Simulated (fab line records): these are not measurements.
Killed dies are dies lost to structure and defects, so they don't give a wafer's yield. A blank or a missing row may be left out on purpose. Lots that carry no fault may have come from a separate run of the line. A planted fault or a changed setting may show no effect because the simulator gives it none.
Which tool did it? | flow sky130 | 12 lots, 36 wafers sampled, at 4 steps of a route of 708

WHAT THE GAUGES SHOWED, per wafer
SKY_METAL5_RS_MEAS_05: measures by four-point-probe. Usual: METAL5_ALCU_RS 0.0270 ohm/sq, standard deviation 0.00034.
lot  | measured     | on            | METAL5_ALCU_RS (ohm/sq) | flag
L613 | day 42 20:11 | film-metro-02 | 0.0270 0.0269 0.0270    |
L614 | day 43 00:22 | film-metro-02 | 0.0274 0.0273 0.0272    |
L615 | day 43 09:29 | film-metro-01 | 0.0275 0.0277 0.0276    |
L616 | day 43 18:16 | film-metro-02 | 0.0269 0.0270 0.0267    |
L618 | day 44 14:43 | film-metro-03 | 0.0273 0.0273 0.0272    |
L624 | day 46 01:44 | film-metro-01 | 0.0273 0.0274 0.0274    |
L628 | day 46 14:08 | film-metro-03 | 0.0271 0.0271 0.0271    |
L629 | day 47 03:41 | film-metro-03 | 0.0269 0.0264 0.0268    |
L630 | day 47 12:03 | film-metro-02 | 0.0268 0.0268 0.0267    |
L633 | day 48 00:49 | film-metro-03 | 0.0264 0.0267 0.0265    |
L634 | day 48 08:08 | film-metro-01 | 0.0267 0.0264 0.0263    |
L636 | day 48 17:29 | film-metro-01 | 0.0266 0.0265 0.0264    |

WHAT TOOL EACH LOT RAN ON (gives the tool, then ch and the chambers of the sampled wafers, and finally the start)
lot  | SKY_METAL4_METAL_ETCH_18          | SKY_VIA4_ETCH_12                   | SKY_METAL5_SPUTTER_00
L613 | rie-metal-04 ch 0,1, day 41 18:11 | rie-diel-04 ch 0,1,2, day 42 18:29 | pvd-sputter-01, day 42 20:01
L614 | rie-metal-01 ch 1, day 41 22:12   | rie-diel-04 ch 1,2,3, day 42 22:49 | pvd-sputter-02, day 43 00:12
L615 | rie-metal-01 ch 1, day 42 08:22   | rie-diel-04 ch 1,3, day 43 07:56   | pvd-sputter-02, day 43 09:17
L616 | rie-metal-02 ch 0, day 42 15:59   | rie-diel-04 ch 1,2,3, day 43 16:44 | pvd-sputter-04, day 43 18:06
L618 | rie-metal-01 ch 0,1, day 43 13:43 | rie-diel-03 ch 1,2,3, day 44 13:02 | pvd-sputter-02, day 44 14:33
L624 | rie-metal-04 ch 0,1, day 45 01:49 | rie-diel-03 ch 2,3, day 46 00:13   | pvd-sputter-02, day 46 01:34
L628 | rie-metal-02 ch 0,1, day 45 15:15 | rie-diel-04 ch 0,2,3, day 46 12:35 | pvd-sputter-04, day 46 13:56
L629 | rie-metal-01 ch 0,1, day 46 04:00 | rie-diel-02 ch 0,1,3, day 47 01:53 | pvd-sputter-04, day 47 03:32
L630 | rie-metal-04 ch 0,1, day 46 13:30 | rie-diel-02 ch 0,1, day 47 10:29   | pvd-sputter-01, day 47 11:53
L633 | rie-metal-01 ch 0,1, day 47 01:33 | rie-diel-04 ch 2,3, day 47 23:17   | pvd-sputter-04, day 48 00:39
L634 | rie-metal-02 ch 0,1, day 47 09:09 | rie-diel-03 ch 0,1, day 48 06:23   | pvd-sputter-04, day 48 07:59
L636 | rie-metal-02 ch 0,1, day 47 19:11 | rie-diel-04 ch 0,1,3, day 48 15:44 | pvd-sputter-04, day 48 17:18
- SKY_METAL4_METAL_ETCH_18: etches the open film in Cl2/BCl3, stops on SiO2, target depth 845 nm, time 183.1 s.
- SKY_VIA4_ETCH_12: etches SiO2 in C4F8/O2/Ar, stops on TiN, target depth 580 nm.
- SKY_METAL5_SPUTTER_00: material Ti, target thk 15 nm, time 10 s.

WHAT THE TOOLS THEMSELVES READ (means of the sampled wafers that have a number; where no wafer has one, the mark that the record gives instead)
SKY_METAL4_METAL_ETCH_18. Usual: drypump-motor-current-A 5.5 A, standard deviation 0.5; oes-product-au 0.865 a.u., standard deviation 0.0064; throttle-valve-pct 22.264 %, standard deviation 0.0095.
lot  | tool         | drypump-motor-current-A (A) | oes-product-au (a.u.) | throttle-valve-pct (%) | flag
L613 | rie-metal-04 | 5.9                         | 0.867                 | 22.257                 |
L614 | rie-metal-01 | 4.7                         | 0.860                 | 22.265                 |
L615 | rie-metal-01 | 4.7                         | 0.861                 | 22.269                 |
L616 | rie-metal-02 | 5.4                         | 0.863                 | 22.264                 |
L618 | rie-metal-01 | 5.2                         | 0.870                 | 22.261                 |
L624 | rie-metal-04 | 5.8                         | 0.861                 | 22.259                 |
L628 | rie-metal-02 | 5.5                         | 0.874                 | 22.263                 |
L629 | rie-metal-01 | 5.7                         | 0.870                 | 22.260                 |
L630 | rie-metal-04 | 5.8                         | 0.863                 | 22.256                 |
L633 | rie-metal-01 | 5.2                         | 0.862                 | 22.270                 |
L634 | rie-metal-02 | 5.6                         | 0.862                 | 22.263                 |
L636 | rie-metal-02 | 5.5                         | 0.859                 | 22.265                 |

SKY_VIA4_ETCH_12. Usual: oes-product-au 0.925 a.u., standard deviation 0.0048.
lot  | tool        | oes-product-au (a.u.) | flag
L613 | rie-diel-04 | 0.922                 |
L614 | rie-diel-04 | 0.929                 |
L615 | rie-diel-04 | 0.922                 |
L616 | rie-diel-04 | 0.921                 |
L618 | rie-diel-03 | 0.923                 |
L624 | rie-diel-03 | 0.926                 |
L628 | rie-diel-04 | 0.930                 |
L629 | rie-diel-02 | 0.926                 |
L630 | rie-diel-02 | 0.926                 |
L633 | rie-diel-04 | 0.920                 |
L634 | rie-diel-03 | 0.925                 |
L636 | rie-diel-04 | 0.925                 |

SKY_METAL5_SPUTTER_00. Usual: cathode-dc-power-W 3000.2 W, standard deviation 0.56; throttle-valve-pct 30.3 %, standard deviation 1.1.
lot  | tool           | cathode-dc-power-W (W) | throttle-valve-pct (%) | flag
L613 | pvd-sputter-01 | 3000.0                 | 30.4                   |
L614 | pvd-sputter-02 | 3000.7                 | 29.9                   |
L615 | pvd-sputter-02 | 3000.6                 | 29.9                   |
L616 | pvd-sputter-04 | 2999.8                 | 30.0                   |
L618 | pvd-sputter-02 | 3000.5                 | 29.7                   |
L624 | pvd-sputter-02 | 3053.0                 | 30.1                   | OFF
L628 | pvd-sputter-04 | 3000.5                 | 31.3                   |
L629 | pvd-sputter-04 | 3000.1                 | 31.0                   |
L630 | pvd-sputter-01 | 3000.5                 | 30.7                   |
L633 | pvd-sputter-04 | 3000.9                 | 31.1                   |
L634 | pvd-sputter-04 | 3000.0                 | 30.1                   |
L636 | pvd-sputter-04 | 2999.9                 | 31.0                   |

THE ANSWER, worked out from the rows above alone
Rule: take the mean of a lot's wafers that have a number; if it is more than 3 standard deviations from the usual mean, the lot is off. A lot without any number at a reading at which 4 lots or more have one is off too. Any other lot the step has rows for is counted as sound. First the gauges in route order, then the tools' own readings, where a lot's mean is used as printed above. The first step at which some lot is off is used, and at that step the reading that is off furthest; a lot without a number counts as furthest.
Off: L624 (SKY_METAL5_SPUTTER_00, cathode-dc-power-W).
A tool fits if, at that step or a process step before it, it ran every lot that is off, and no sound lot after the first of them. One fits: pvd-sputter-02 at SKY_METAL5_SPUTTER_00. Its last sound lot is L618 (day 44 14:33), its first lot that is off L624 (day 46 01:34): a fault that began between those two fits.
On the lots that are off, the tool's own readings at SKY_METAL5_SPUTTER_00 differ by more than 5 times the standard deviation of the sound lots' means, which bears it out; cathode-dc-power-W reads 3053.0 W there versus 3000.3 W on the sound lots.

WHAT THE SIMULATOR HAD INSERTED
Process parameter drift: pvd-sputter-02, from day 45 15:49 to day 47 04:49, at SKY_METAL5_SPUTTER_00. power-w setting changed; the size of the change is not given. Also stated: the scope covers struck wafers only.
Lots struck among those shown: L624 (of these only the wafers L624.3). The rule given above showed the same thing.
